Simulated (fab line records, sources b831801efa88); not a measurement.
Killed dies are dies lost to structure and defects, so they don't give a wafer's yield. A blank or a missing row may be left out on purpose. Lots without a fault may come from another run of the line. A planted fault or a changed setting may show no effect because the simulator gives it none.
Which tool did it? | flow sky130 | 12 lots, 35 wafers sampled, at 4 steps of a route of 708

WHAT THE GAUGES READ, wafer by wafer
SKY_FIELD_ISO_THK_MEAS_04. Usual: FIELD_ISO_CVD_03_THK 166.3 nm, standard deviation 1.7.
lot  | measured    | on            | FIELD_ISO_CVD_03_THK (nm) | flag
L256 | day 1 19:04 | film_metro-03 | 164.3 166.0 164.9         |
L257 | day 2 02:23 | film_metro-03 | 165.4 164.3 166.6         |
L260 | day 2 16:24 | film_metro-03 | 166.5 166.9 166.6         |
L263 | day 3 05:31 | film_metro-03 | 165.3 164.7               |
L270 | day 4 16:29 | film_metro-01 | 169.2 167.6 168.0         |
L272 | day 5 04:14 | film_metro-01 | 165.7 167.7 168.0         |
L273 | day 5 13:25 | film_metro-01 | 167.1 165.7 165.2         |
L274 | day 5 16:14 | film_metro-02 | 165.4 165.5 165.6         |
L275 | day 5 19:23 | film_metro-01 | 165.7 164.6 165.1         |
L276 | day 5 23:41 | film_metro-01 | 165.6 165.3 166.6         |
L277 | day 6 04:23 | film_metro-02 | 169.0 170.3 168.6         |
L278 | day 6 09:22 | film_metro-02 | 167.9 168.4 166.8         |

SKY_SONOS_ONO_THK_MEAS_03. Usual: SONOS_ONO_CVD_02_THK 10.57 nm, standard deviation 0.17.
lot  | measured     | on            | SONOS_ONO_CVD_02_THK (nm) | flag
L256 | day 11 21:55 | film_metro-02 | 10.93 10.97 10.91         |
L257 | day 12 09:06 | film_metro-02 | 10.59 10.63 10.65         |
L260 | day 13 13:58 | film_metro-02 | 10.60 10.74 10.50         |
L263 | day 14 04:47 | film_metro-03 | 10.59 10.44               |
L270 | day 16 09:32 | film_metro-03 | 10.46 10.60 10.50         |
L272 | day 17 03:16 | film_metro-03 | 10.42 10.48 10.68         |
L273 | day 17 18:01 | film_metro-02 | 10.78 10.82 10.77         |
L274 | day 18 03:20 | film_metro-02 | 10.49 10.46 10.59         |
L275 | day 18 11:34 | film_metro-03 | 10.67 10.63 10.65         |
L276 | day 18 14:02 | film_metro-02 | 10.70 10.76 10.80         |
L277 | day 18 18:50 | film_metro-02 | 10.62 10.66 10.56         |
L278 | day 19 07:55 | film_metro-02 | 10.31 10.46 10.51         |

WHICH TOOL RAN EACH LOT (tool, then ch and the chambers of the sampled wafers, then the start)
lot  | SKY_FIELD_ISO_ETCH_17           | SKY_VT_ADJUST_HVTR_STRIP_10
L256 | rie_si-01 ch 0,1, day 2 10:07   | plasma_asher-02 ch 0,1, day 9 20:19
L257 | rie_si-01 ch 0,2,3, day 2 18:19 | plasma_asher-01 ch 0,1, day 10 05:53
L260 | rie_si-01 ch 1,2,3, day 3 09:16 | plasma_asher-01 ch 0,1, day 11 09:22
L263 | rie_si-01 ch 0,2, day 3 21:11   | plasma_asher-02 ch 1, day 11 22:53
L270 | rie_si-02 ch 0,1, day 5 09:37   | plasma_asher-02 ch 0,1, day 13 23:25
L272 | rie_si-02 ch 0,3, day 5 22:37   | plasma_asher-04 ch 0,1, day 14 16:25
L273 | rie_si-01 ch 0,1,2, day 6 08:43 | plasma_asher-04 ch 0,1, day 15 05:15
L274 | rie_si-02 ch 1,2,3, day 6 11:37 | plasma_asher-02 ch 0,1, day 15 13:10
L275 | rie_si-02 ch 1,2,3, day 6 14:47 | plasma_asher-04 ch 0,1, day 15 20:45
L276 | rie_si-01 ch 0,3, day 6 19:04   | plasma_asher-02 ch 0,1, day 15 23:32
L277 | rie_si-01 ch 0,1,2, day 6 23:40 | plasma_asher-04 ch 1, day 16 04:46
L278 | rie_si-02 ch 0,1,2, day 7 05:04 | plasma_asher-01 ch 0,1, day 16 13:47
- SKY_FIELD_ISO_ETCH_17: etches Si in HBr/Cl2/O2, target depth 342 nm, time 97.7 s.
- SKY_VT_ADJUST_HVTR_STRIP_10: strips in O2/N2.

WHAT THE TOOLS THEMSELVES READ (means of the sampled wafers that have a number; where no wafer has one, the mark that the record gives instead)
SKY_FIELD_ISO_ETCH_17. Usual: drypump_motor_current_A 5.6 A, standard deviation 0.55; mfc_cl2_sccm 40.00 sccm, standard deviation 0.1; oes_product_au 0.995 a.u., standard deviation 0.014; run_length_s 125.9 s, standard deviation 0.43; throttle_valve_pct 25.659 %, standard deviation 0.011.
lot  | tool      | drypump_motor_current_A (A) | mfc_cl2_sccm (sccm) | oes_product_au (a.u.) | run_length_s (s) | throttle_valve_pct (%) | flag
L256 | rie_si-01 | 5.9                         | 39.95               | 0.983                 | 125.8            | 25.665                 |
L257 | rie_si-01 | 5.3                         | 39.96               | 0.981                 | 125.7            | 25.672                 |
L260 | rie_si-01 | 5.5                         | 40.03               | 0.993                 | 110.5            | 25.659                 | OFF
L263 | rie_si-01 | 5.2                         | 40.02               | 0.990                 | 103.1            | 25.663                 | OFF
L270 | rie_si-02 | 5.5                         | 39.96               | 1.015                 | 126.5            | 25.642                 |
L272 | rie_si-02 | 5.4                         | 39.99               | 1.005                 | 126.1            | 25.651                 |
L273 | rie_si-01 | 5.5                         | 40.03               | 0.976                 | 125.8            | 25.663                 |
L274 | rie_si-02 | 5.8                         | 40.02               | 1.002                 | 126.4            | 25.655                 |
L275 | rie_si-02 | 5.8                         | 40.07               | 1.005                 | 126.2            | 25.646                 |
L276 | rie_si-01 | 5.6                         | 40.04               | 0.997                 | 125.7            | 25.658                 |
L277 | rie_si-01 | 5.5                         | 39.93               | 0.980                 | 125.7            | 25.670                 |
L278 | rie_si-02 | 5.5                         | 40.06               | 1.016                 | 126.1            | 25.643                 |

SKY_VT_ADJUST_HVTR_STRIP_10. Usual: drypump_motor_current_A 5.6 A, standard deviation 0.56; oes_product_au 0.715 a.u., standard deviation 0.0046; strip_time_to_endpoint_s 14.19 s, standard deviation 0.04.
lot  | tool            | drypump_motor_current_A (A) | oes_product_au (a.u.) | strip_time_to_endpoint_s (s) | flag
L256 | plasma_asher-02 | 6.3                         | 0.716                 | 14.19                        |
L257 | plasma_asher-01 | 4.9                         | 0.717                 | 14.20                        |
L260 | plasma_asher-01 | 4.8                         | 0.713                 | 14.12                        |
L263 | plasma_asher-02 | 5.8                         | 0.713                 | 14.23                        |
L270 | plasma_asher-02 | 6.3                         | 0.710                 | 14.19                        |
L272 | plasma_asher-04 | 5.9                         | 0.713                 | 14.19                        |
L273 | plasma_asher-04 | 5.8                         | 0.716                 | 14.15                        |
L274 | plasma_asher-02 | 6.3                         | 0.712                 | 14.13                        |
L275 | plasma_asher-04 | 5.9                         | 0.715                 | 14.17                        |
L276 | plasma_asher-02 | 6.0                         | 0.717                 | 14.17                        |
L277 | plasma_asher-04 | 6.0                         | 0.716                 | 14.18                        |
L278 | plasma_asher-01 | 4.9                         | 0.718                 | 14.16                        |

THE ANSWER, worked out from the rows above alone
Rule: a lot is off if the mean of its wafers that have a number lies more than 3 standard deviations from the usual mean. A lot without any number at a reading at which 4 lots or more have one is off too. The other lots that the step has rows for count as sound. The gauges are gone through in route order, then the tools' own readings, and for those a lot's mean is taken as printed above. The first step at which some lot is off is used, and at that step the reading that is off furthest; a lot without a number counts as furthest.
Off: L260, L263, at SKY_FIELD_ISO_ETCH_17 (run_length_s).
A tool fits if, at that step or a process step before it, it ran every lot that is off, and no sound lot after the first of them. None of those tried fits.

WHAT THE SIMULATOR HAD PUT IN
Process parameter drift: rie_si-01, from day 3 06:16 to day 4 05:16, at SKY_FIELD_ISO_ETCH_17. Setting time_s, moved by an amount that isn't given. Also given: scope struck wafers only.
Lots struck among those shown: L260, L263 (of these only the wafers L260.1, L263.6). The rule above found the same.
